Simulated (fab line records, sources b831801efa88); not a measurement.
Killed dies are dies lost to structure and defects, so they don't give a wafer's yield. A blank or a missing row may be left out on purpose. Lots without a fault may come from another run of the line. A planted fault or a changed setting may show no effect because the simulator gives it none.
A struck lot beside a sound one | flow sky130 | 17 steps out of a route of 708
Sound: wafers L507.1, L507.2, L507.5. Struck: wafers L499.1, L499.2. (L499.3 of the same lot was not struck and is left out.) The cause comes at the end.
At each step with rows: each side's tool, then ch and its chambers, then its first start. Under that, the readings that differ: sound wafers | struck wafers | difference of the means | sigmas: that difference in standard deviations of wafers without a fault.
alike: readings whose means differ by less than 2 such deviations, and words and numbers that are the same on both sides. not compared: withheld readings, readings that some wafer has no value for, bounds like >300 that may hide the same value, and numbers for which the record gives no deviation and whose values overlap.
The two part at a step that has a row with sigmas, a row that says differs or no value, or rows on one side only. Numbers that don't overlap but have no deviation are shown without sigmas and don't part them. A reading that every wafer of one side lacks parts them only if that side has two wafers or more.

first, 2 steps without rows for these wafers: SKY_LOCAL_INTERCONNECT_PEB_09; SKY_LOCAL_INTERCONNECT_DEVELOP_10 (develop time 60 s).
SKY_LOCAL_INTERCONNECT_CD_MEAS_11: target cd 170 nm.
  sound on cd_sem-02, day 35 12:42; struck on cd_sem-01, day 33 04:35
  alike: cd_nm
SKY_LOCAL_INTERCONNECT_OVL_MEAS_12:
  sound on overlay-02, day 35 12:49; struck on overlay-02, day 33 04:42
  alike: LOCAL_INTERCONNECT_OVL
SKY_LOCAL_INTERCONNECT_ETCH_13: etches BARC in N2/H2, stops on SiO2, time 45.9 s, target depth 60 nm.
  sound on rie_metal-03 ch 0,1, day 35 12:52; struck on rie_metal-02 ch 0,1, day 33 04:44
  alike: chamber_pressure_mTorr, drypump_motor_current_A, oes_product_au, throttle_valve_pct
  not compared: rf_hours_counter_h
SKY_LOCAL_INTERCONNECT_METAL_ETCH_14: etches TiN in Cl2/BCl3, stops on PSG, target depth 110 nm, time 31.4 s.
  sound on rie_metal-03 ch 0,1, day 35 12:55; struck on rie_metal-02 ch 0,1, day 33 04:48
  alike: chamber_pressure_mTorr, drypump_motor_current_A, mfc_cl2_sccm, oes_product_au, throttle_valve_pct
  not compared: rf_hours_counter_h
SKY_LOCAL_INTERCONNECT_STRIP_15: strips in O2/N2.
  sound on plasma_asher-02 ch 0,1, day 35 12:58; struck on plasma_asher-01 ch 0,1, day 33 04:51
  alike: chamber_pressure_mTorr, drypump_motor_current_A, o2_flow_sccm, oes_product_au, strip_time_to_endpoint_s
  not compared: rf_hours_counter_h
then, 3 steps without rows for these wafers: SKY_LOCAL_INTERCONNECT_STRIP_16 (strips in post etch residue remover, time 1200 s); SKY_LOCAL_INTERCONNECT_CLEAN_17 (cleans in IPA, time 180 s); SKY_LOCAL_INTERCONNECT_CLEAN_18 (cleans in O3/DIW).
SKY_CONTACT_CVD_00: deposits Si3N4, target thk 75 nm.
  sound on pecvd-01 ch 0,2, day 35 14:05; struck on pecvd-04 ch 1,2, day 33 05:29
  alike: heater_power_w
SKY_CONTACT_THK_MEAS_01:
  sound on film_metro-01, day 35 14:08; struck on film_metro-02, day 33 05:31
  alike: CONTACT_CVD_00_THK
SKY_CONTACT_HDPCVD_02: deposits SiO2, target thk 565 nm, time 94.2 s.
  sound on hdpcvd-01 ch 0,1,2, day 35 14:11; struck on hdpcvd-02 ch 1,2, day 33 05:35
  reading                                     | sound           | struck      | difference | sigmas
  model.SiO2_of_CONTACT_HDPCVD_02.thk_nm (nm) | 576.4 575.9 572 | 918.6 924.4 | +346.7     |
SKY_CONTACT_THK_MEAS_03:
  sound on film_metro-03, day 35 14:16; struck on film_metro-03, day 33 05:52
  reading                 | sound       | struck  | difference | sigmas
  CONTACT_HDPCVD_THK (nm) | 576 576 572 | 918 925 | +347       | +61
  not compared: hold
SKY_CONTACT_CMP_04: polishes SiO2.
  sound on cmp-02 ch 0,1,2, day 35 14:22; struck on cmp-01 ch 1,3, day 33 07:31
  reading                | sound    | struck                                            | difference                   | sigmas
  hold                   | - - -    | await_dispo/1.6h/release await_dispo/1.6h/release | no value on the sound wafers |
  time_to_endpoint_s (s) | 89 83 88 | 215 214                                           | +128                         | +37
  alike: motor_current_A, platen_rpm
SKY_CONTACT_BOW_MEAS_05:
  sound on film_metro-02, day 35 14:37; struck on film_metro-03, day 33 07:51
  alike: CONTACT_BOW
-- the record jumps here: 15 days lie between the struck wafers' starts before and after (it left off in module CONTACT and takes up again in module PAD_OPEN, whose first step shown is number 708 of the route) --
SKY_PAD_OPEN_PROBE_99:
  sound on prober-02, day 49 16:09; struck on prober-02, day 47 23:53
  reading            | sound    | struck | difference | sigmas
  killed_at_contacts | 25 25 25 | 43 32  | +12        | +2
  killed_short       | 41 40 40 | 62 52  | +17        | +3
  alike: killed_at_M0_to_M3, killed_at_M4_up, killed_at_front_end, killed_at_other, killed_dies, killed_open
  not compared: hold

WHERE THEY PART
First at SKY_CONTACT_THK_MEAS_03; last, within this record, at SKY_PAD_OPEN_PROBE_99.

WHY: what the simulator had put in
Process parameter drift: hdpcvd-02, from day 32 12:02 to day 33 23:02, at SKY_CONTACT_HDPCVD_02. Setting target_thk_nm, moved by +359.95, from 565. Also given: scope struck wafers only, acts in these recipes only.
